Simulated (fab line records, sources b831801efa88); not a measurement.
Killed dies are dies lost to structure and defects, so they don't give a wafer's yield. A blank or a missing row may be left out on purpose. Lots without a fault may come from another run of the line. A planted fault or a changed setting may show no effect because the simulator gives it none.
A struck lot beside a sound one | flow gf180mcu | 17 steps out of a route of 602
Sound: wafers L346.2, L346.4, L346.6. Struck: wafer L355.5. (L355.2 of the same lot was not struck and is left out.) The cause comes at the end.
At each step with rows: each side's tool, then ch and its chambers, then its first start. Under that, the readings that differ: sound wafers | struck wafers | difference of the means | sigmas: that difference in standard deviations of wafers without a fault.
alike: readings whose means differ by less than 2 such deviations, and words and numbers that are the same on both sides. not compared: withheld readings, readings that some wafer has no value for, bounds like >300 that may hide the same value, and numbers for which the record gives no deviation and whose values overlap.
The two part at a step that has a row with sigmas, a row that says differs or no value, or rows on one side only. Numbers that don't overlap but have no deviation are shown without sigmas and don't part them. A reading that every wafer of one side lacks parts them only if that side has two wafers or more.

first, 1 step without rows for these wafers: GF_STI_OXIDATION_01 (stabilise 600 s, purge 300 s, target thk 10 nm).
GF_STI_THK_MEAS_02:
  sound on film_metro-02, day 2 23:07; struck on film_metro-02, day 4 20:13
  reading                | sound             | struck | difference | sigmas
  STI_OXIDATION_THK (nm) | 10.33 10.44 10.38 | 9.76   | -0.62      | -3
then, 1 step without rows for these wafers: GF_STI_CVD_03 (deposits Si3N4 from DCS/NH3, target thk 207.16 nm, time 3551 s).
GF_STI_THK_MEAS_04:
  sound on film_metro-02, day 3 01:09; struck on film_metro-02, day 4 22:16
  alike: STI_CVD_03_THK
then, 7 steps without rows for these wafers: GF_STI_DEHYDRATE_05 (time 60 s); GF_STI_HMDS_06 (prime time 60 s); GF_STI_COAT_07 (resist thk 700 nm); GF_STI_SOFTBAKE_08 (time 60 s); GF_STI_EXPOSE_09 (exposes mask COMP, target cd 220 nm); GF_STI_PEB_10 (peb time 90 s); GF_STI_DEVELOP_11 (develop time 60 s).
GF_STI_CD_MEAS_12: target cd 220 nm.
  sound on cd_sem-02, day 3 14:19; struck on cd_sem-01, day 5 12:01
  alike: cd_nm
GF_STI_ETCH_13: etches the open film in CHF3/O2, stops on Si, target depth 282.31 nm, time 112.9 s.
  sound on rie_diel-01 ch 1,2, day 3 14:25; struck on rie_diel-04 ch 0, day 5 12:07
  reading                              | sound             | struck  | difference | sigmas
  oes_product_au (a.u.)                | 0.827 0.826 0.825 | 0.761   | -0.065     | -10
  over_etch_frac                       | 0.3 0.3 0.3       | 0.53305 | +0.23305   |
  throttle_valve_pct (%)               | 8.786 8.811 8.801 | 8.781   | -0.018     | -2
  model.KrF_of_STI_COAT_07.thk_nm (nm) | 447.5 440.4 447.1 | 387.3   | -57.7      |
  alike: chf3_flow_sccm, drypump_motor_current_A
  not compared: rf_hours_counter_h
GF_STI_ETCH_14: etches Si in HBr/Cl2/O2, target depth 360 nm, time 102.9 s.
  sound on rie_si-02 ch 1,3, day 3 14:29; struck on rie_si-02 ch 3, day 5 12:11
  reading                              | sound             | struck | difference | sigmas
  model.KrF_of_STI_COAT_07.thk_nm (nm) | 326.4 322.3 327.4 | 270.9  | -54.5      |
  alike: drypump_motor_current_A, he_backside_leak_sccm, oes_product_au, throttle_valve_pct
  not compared: rf_hours_counter_h
GF_STI_STRIP_15: strips in O2/N2.
  sound on plasma_asher-01 ch 0,1, day 3 14:34; struck on plasma_asher-01 ch 0, day 5 12:16
  reading                      | sound             | struck | difference | sigmas
  oes_product_au (a.u.)        | 0.386 0.379 0.391 | 0.361  | -0.024     | -5
  strip_time_to_endpoint_s (s) | 3.79 3.75 3.81    | 3.21   | -0.57      | -14
  alike: drypump_motor_current_A, heater_power_w, n2_flow_sccm
  not compared: rf_hours_counter_h
then, 1 step without rows for these wafers: GF_STI_CLEAN_16 (cleans in dHF, time 25 s).
-- the record jumps here: 28 days lie between the struck wafers' starts before and after (it left off in module STI and takes up again in module PASSIVATION, whose first step shown is number 602 of the route) --
GF_PASSIVATION_PROBE_99:
  the record has rows for the struck wafers here (prober-01, day 33 18:11) and none for the sound ones

WHERE THEY PART
First at GF_STI_THK_MEAS_02; last, within this record, at GF_PASSIVATION_PROBE_99.

WHY: what the simulator had put in
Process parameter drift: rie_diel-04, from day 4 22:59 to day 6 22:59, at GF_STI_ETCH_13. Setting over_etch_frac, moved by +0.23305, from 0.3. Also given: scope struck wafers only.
